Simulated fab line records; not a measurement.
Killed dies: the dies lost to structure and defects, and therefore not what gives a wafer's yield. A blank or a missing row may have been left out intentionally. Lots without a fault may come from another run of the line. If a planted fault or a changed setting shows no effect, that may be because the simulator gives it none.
One fault seen from 2 desks -- flow gf180mcu -- each desk has only its own numbers; what lay behind them comes last

FROM THE METROLOGY DESK
What the gauges read, lot by lot, whatever tool the lot ran on: means of the sampled wafers that have a number. If a lot's mean is further than 4 standard deviations from the usual mean, the lot is out of limits and carries the mark OUT (the distance appears in the brackets).
Columns: A = V1_W_RS at GF_V1_RS_MEAS_24, usual 0.331 ohm/sq; B = V1_W_THK at GF_V1_THK_MEAS_25, usual 347 nm; C = V3_OVL at GF_V3_OVL_MEAS_15, usual 1 nm
lot,first seen here,A,B,C
L292,day 17 21:28,0.334,345,-5
L293,day 18 14:13,0.330,348,4
L298,day 21 21:09,0.301 (-6.2) OUT,389 (+9.3) OUT,-2
L303,day 23 03:41,0.303 (-5.8) OUT,387 (+9.0) OUT,4
L306,day 24 01:14,0.329,352,6
L309,day 24 10:44,0.329,347,-7
L311,day 25 01:28,0.320,357,-2
L312,day 25 04:35,0.325,352,-1
L313,day 25 18:20,0.330,350,-4
L314,day 25 22:19,0.340,339,2
L315,day 26 16:18,0.330,349,4
Per this desk, out of limits: L298, L303; the first was L298, day 21 21:09 (V1_W_RS at GF_V1_RS_MEAS_24). In limits: L292, L293, L306, L309, L311, L312, L313, L314, L315.

DESK OF THE TOOL OWNER: cvd_w-01
The tool's own readings at GF_V1_CVD_23 (deposits W, target thk 350 nm, time 105.05 s): means of the sampled wafers that have a number, for each lot that ran on this tool. If a lot's mean is further than 4 standard deviations from the usual mean, the lot is out of limits and carries the mark OUT (the distance appears in the brackets).
Columns: A = heater_power_w at GF_V1_CVD_23, usual 885 W; B = susceptor_temp_C at GF_V1_CVD_23, usual 400.01 C
lot,first seen here,A,B
L292,day 17 21:21,891,400.13
L298,day 21 21:01,872,399.92
L303,day 23 03:33,913,399.75
L314,day 25 22:13,930,400.15
Finding of this desk: none of the 4 lots has anything out of limits.

ALL TOGETHER
On L298, L303, the metrology desk was in a position to raise an alarm at day 21 21:09.
The desk of the tool owner found nothing out of limits.
Tool owner's desk: L298, L303 on record, inside its limits.
The lots listed all ran GF_V1_CVD_23 on cvd_w-01.

WHAT THE SIMULATOR PUT IN
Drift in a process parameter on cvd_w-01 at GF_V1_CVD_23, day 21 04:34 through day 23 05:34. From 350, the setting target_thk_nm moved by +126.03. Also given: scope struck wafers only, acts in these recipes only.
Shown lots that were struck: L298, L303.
Hours from the fault's start to each desk's first reading out of limits: the metrology desk, 17.
